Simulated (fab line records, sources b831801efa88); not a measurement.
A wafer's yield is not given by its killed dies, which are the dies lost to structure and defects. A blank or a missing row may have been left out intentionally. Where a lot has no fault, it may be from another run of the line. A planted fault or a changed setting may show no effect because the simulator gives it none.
Chamber matching + flow sky130 + SKY_VIA1_CMP_02 on cmp-02 has 4 sister chambers
The step polishes SiO2. 8 wafers are shown with their chamber, then 12 later ones without.

== EACH WAFER AND ITS CHAMBER ==
| wafer  | chamber | motor current A (A) |
|--------|---------|---------------------|
| L086.6 | 3       | 11.3                |
| L089.1 | 3       | 11.7                |
| L093.1 | 1       | 11.0                |
| L093.2 | 2       | 11.7                |
| L093.6 | 2       | 12.1                |
| L094.3 | 0       | 10.1                |
| L094.5 | 1       | 10.5                |
| L094.6 | 0       | 10.3                |

== WAFERS WITH NO CHAMBER GIVEN ==
| wafer  | motor current A (A) |
|--------|---------------------|
| L094.1 | 11.1                |
| L094.2 | 11.2                |
| L094.4 | 11.2                |
| L095.1 | 11.0                |
| L095.2 | 11.3                |
| L095.5 | 10.9                |
| L096.3 | 10.7                |
| L096.5 | 10.3                |
| L096.6 | 11.1                |
| L097.2 | 10.9                |
| L097.4 | 11.2                |
| L097.5 | 11.7                |

== THE CHAMBER EACH PASSED THROUGH ==
| wafer  | from the rows above               | in truth |
|--------|-----------------------------------|----------|
| L094.1 | can't be placed: 1 or 3 or 2 or 0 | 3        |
| L094.2 | can't be placed: 3 or 1 or 2      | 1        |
| L094.4 | can't be placed: 3 or 1 or 2      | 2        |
| L095.1 | can't be placed: 1 or 3 or 0      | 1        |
| L095.2 | can't be placed: 3 or 1 or 2      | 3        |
| L095.5 | can't be placed: 1 or 3 or 0      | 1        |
| L096.3 | can't be placed: 1 or 0           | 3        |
| L096.5 | can't be placed: 0 or 1           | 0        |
| L096.6 | can't be placed: 1 or 3 or 2 or 0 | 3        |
| L097.2 | can't be placed: 1 or 3 or 0      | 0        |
| L097.4 | can't be placed: 3 or 1 or 2      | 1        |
| L097.5 | can't be placed: 2 or 3           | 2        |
Correctly placed: 0 of 12. Not placeable from these rows: 12 (in 11, the candidates include the true chamber). Number placed wrongly: 0.
How it was worked out, from the rows above alone: a wafer's distance from a chamber is the root of the sum, over the readings, of the square of ((its reading less the chamber's mean) divided by the reading's scatter). The wafer belongs to the nearest chamber; if the next one is less than 2 further off, it can't be placed. Each chamber's mean is taken over the wafers shown for it. How the scatter is found: for the shown wafers, subtract from each reading the mean of its chamber, square and add these, divide the total by (wafers less chambers), then take the root.
